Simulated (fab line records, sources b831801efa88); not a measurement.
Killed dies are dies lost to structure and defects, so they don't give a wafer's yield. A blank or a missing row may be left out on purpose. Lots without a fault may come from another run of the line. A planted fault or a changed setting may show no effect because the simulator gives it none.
Which tool did it? | flow gf180mcu | 12 lots, 36 wafers sampled, at 2 steps of a route of 602

WHAT THE GAUGES READ, wafer by wafer
GF_M1_RS_MEAS_05: measures by four-point-probe.
lot  | measured     | on            | M1_ALCU_RS (ohm/sq)
L075 | day 16 16:32 | film_metro-02 | 0.0708 0.0708 0.0710
L077 | day 18 00:05 | film_metro-01 | 0.0692 0.0679 0.0688
L079 | day 19 00:52 | film_metro-03 | 0.0695 0.0694 0.0695
L080 | day 19 09:32 | film_metro-01 | 0.0687 0.0689 0.0690
L084 | day 20 05:16 | film_metro-02 | 0.0701 0.0700 0.0694
L085 | day 20 21:10 | film_metro-03 | 0.0697 0.0702 0.0700
L087 | day 21 08:55 | film_metro-01 | 0.0699 0.0696 0.0696
L090 | day 22 13:23 | film_metro-03 | 0.0685 0.0686 0.0683
L091 | day 22 19:13 | film_metro-01 | 0.0686 0.0687 0.0688
L093 | day 23 17:30 | film_metro-01 | 0.0696 0.0694 0.0690
L095 | day 23 23:43 | film_metro-02 | 0.0699 0.0704 0.0699
L096 | day 24 18:20 | film_metro-03 | 0.0701 0.0698 0.0696

WHICH TOOL RAN EACH LOT (tool, then ch and the chambers of the sampled wafers, then the start)
lot  | GF_M1_SPUTTER_03
L075 | pvd_sputter-02, day 16 16:29
L077 | pvd_sputter-04, day 18 00:01
L079 | pvd_sputter-04, day 19 00:47
L080 | pvd_sputter-04, day 19 09:29
L084 | pvd_sputter-03, day 20 05:10
L085 | pvd_sputter-04, day 20 21:04
L087 | pvd_sputter-04, day 21 08:50
L090 | pvd_sputter-04, day 22 13:19
L091 | pvd_sputter-04, day 22 19:09
L093 | pvd_sputter-02, day 23 17:24
L095 | pvd_sputter-02, day 23 23:37
L096 | pvd_sputter-02, day 24 18:17
- GF_M1_SPUTTER_03: material Ti, target thk 10 nm, time 6.7 s.

THE ANSWER, worked out from the rows above alone
Rule: what is usual is taken from the lots themselves. Put in order of their means at a reading, lots are off if they are a third of the lots or fewer, leave a main group of 4 or more, and stand apart from it by a gap of 3 or more times the standard deviation of the main group's means; of several such gaps the widest counts. A main group whose means are all the same, to the digits that the tables above print for the reading, isn't used. A lot without any number at a reading at which 4 lots or more have one is off too. The other lots that the step has rows for count as sound.
No lot is off at any reading shown: from this, nothing can be told.

WHAT THE SIMULATOR HAD PUT IN
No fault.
